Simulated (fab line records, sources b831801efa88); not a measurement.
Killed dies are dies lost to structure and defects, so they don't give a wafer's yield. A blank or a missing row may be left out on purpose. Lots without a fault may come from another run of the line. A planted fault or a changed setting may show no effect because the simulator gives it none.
A struck lot beside a sound one | flow sky130 | 23 steps out of a route of 708
Sound: wafers L554.1, L554.3, L554.5. Struck: wafers L559.1, L559.2, L559.5. The cause comes at the end.
At each step with rows: each side's tool, then ch and its chambers, then its first start. Under that, the readings that differ: sound wafers | struck wafers | difference of the means | sigmas: that difference in standard deviations of wafers without a fault.
alike: readings whose means differ by less than 2 such deviations, and words and numbers that are the same on both sides. not compared: withheld readings, readings that some wafer has no value for, bounds like >300 that may hide the same value, and numbers for which the record gives no deviation and whose values overlap.
The two part at a step that has a row with sigmas, a row that says differs or no value, or rows on one side only. Numbers that don't overlap but have no deviation are shown without sigmas and don't part them. A reading that every wafer of one side lacks parts them only if that side has two wafers or more.

first, 6 steps without rows for these wafers: SKY_VT_ADJUST_LVTN_HMDS_12 (prime time 60 s); SKY_VT_ADJUST_LVTN_COAT_13 (resist thk 1140 nm); SKY_VT_ADJUST_LVTN_SOFTBAKE_14 (time 60 s); SKY_VT_ADJUST_LVTN_EXPOSE_15 (exposes mask HVN STD DERIVED, target cd 600 nm); SKY_VT_ADJUST_LVTN_PEB_16; SKY_VT_ADJUST_LVTN_DEVELOP_17 (develop time 60 s).
SKY_VT_ADJUST_LVTN_OVL_MEAS_18:
  sound on overlay-02, day 10 16:12; struck on overlay-01, day 12 07:42
  alike: VT_ADJUST_LVTN_01_OVL
then, 1 step without rows for these wafers: SKY_VT_ADJUST_LVTN_IMPLANT_19.
SKY_VT_ADJUST_LVTN_STRIP_20: strips in O2/N2.
  sound on plasma_asher-02 ch 0,1, day 10 16:23; struck on plasma_asher-01 ch 0,1, day 12 07:53
  alike: drypump_motor_current_A, oes_product_au, strip_time_to_endpoint_s
  not compared: rf_hours_counter_h
SKY_VT_ADJUST_LVTN_TW_MEAS_21:
  sound on film_metro-04, day 10 16:29; struck on film_metro-02, day 12 07:59
  alike: VT_ADJUST_LVTN_2_TW
then, 2 steps without rows for these wafers: SKY_VT_ADJUST_NCORE_DEHYDRATE_00 (time 60 s); SKY_VT_ADJUST_NCORE_HMDS_01 (prime time 60 s).
SKY_VT_ADJUST_NCORE_COAT_02: resist thk 1140 nm.
  sound on litho_track-04 ch 0, day 11 04:15; struck on litho_track-04 ch 0, day 12 20:30
  reading                                              | sound          | struck         | difference | sigmas
  model.NOVOLAK_of_VT_ADJUST_NCORE_COAT_02.thk_nm (nm) | 1142 1142 1141 | 1176 1176 1174 | +34        |
  alike: spin_speed_rpm
then, 3 steps without rows for these wafers: SKY_VT_ADJUST_NCORE_SOFTBAKE_03 (time 60 s); SKY_VT_ADJUST_NCORE_EXPOSE_04 (exposes mask LVTN COMPLEMENT THIN, target cd 380 nm); SKY_VT_ADJUST_NCORE_PEB_05.
SKY_VT_ADJUST_NCORE_DEVELOP_06: develop time 60 s.
  sound on litho_track-01 ch 0, day 11 16:43; struck on litho_track-04 ch 0, day 13 09:36
  reading                                              | sound          | struck         | difference | sigmas
  model.NOVOLAK_of_VT_ADJUST_NCORE_COAT_02.thk_nm (nm) | 1141 1141 1141 | 1176 1176 1174 | +34        |
SKY_VT_ADJUST_NCORE_CD_MEAS_07: target cd 380 nm.
  sound on cd_sem-02, day 11 16:52; struck on cd_sem-01, day 13 09:45
  alike: cd_nm
SKY_VT_ADJUST_NCORE_OVL_MEAS_08:
  sound on overlay-01, day 11 16:59; struck on overlay-02, day 13 09:52
  alike: VT_ADJUST_NCORE_OVL
then, 1 step without rows for these wafers: SKY_VT_ADJUST_NCORE_IMPLANT_09.
SKY_VT_ADJUST_NCORE_STRIP_10: strips in O2/N2.
  sound on plasma_asher-02 ch 0,1, day 11 17:10; struck on plasma_asher-02 ch 0,1, day 13 10:04
  reading                      | sound             | struck            | difference | sigmas
  strip_time_to_endpoint_s (s) | 14.24 14.23 14.22 | 14.61 14.60 14.57 | +0.36      | +10
  alike: drypump_motor_current_A, oes_product_au
  not compared: rf_hours_counter_h
SKY_VT_ADJUST_NCORE_TW_MEAS_11:
  sound on film_metro-01, day 11 17:16; struck on film_metro-02, day 13 10:10
  alike: VT_ADJUST_NCORE_TW
SKY_PAD_OPEN_PROBE_99:
  the record has rows for the sound wafers here (prober-01, day 49 21:52) and none for the struck ones

WHERE THEY PART
First at SKY_VT_ADJUST_NCORE_STRIP_10; last, within this record, at SKY_PAD_OPEN_PROBE_99.

WHY: what the simulator had put in
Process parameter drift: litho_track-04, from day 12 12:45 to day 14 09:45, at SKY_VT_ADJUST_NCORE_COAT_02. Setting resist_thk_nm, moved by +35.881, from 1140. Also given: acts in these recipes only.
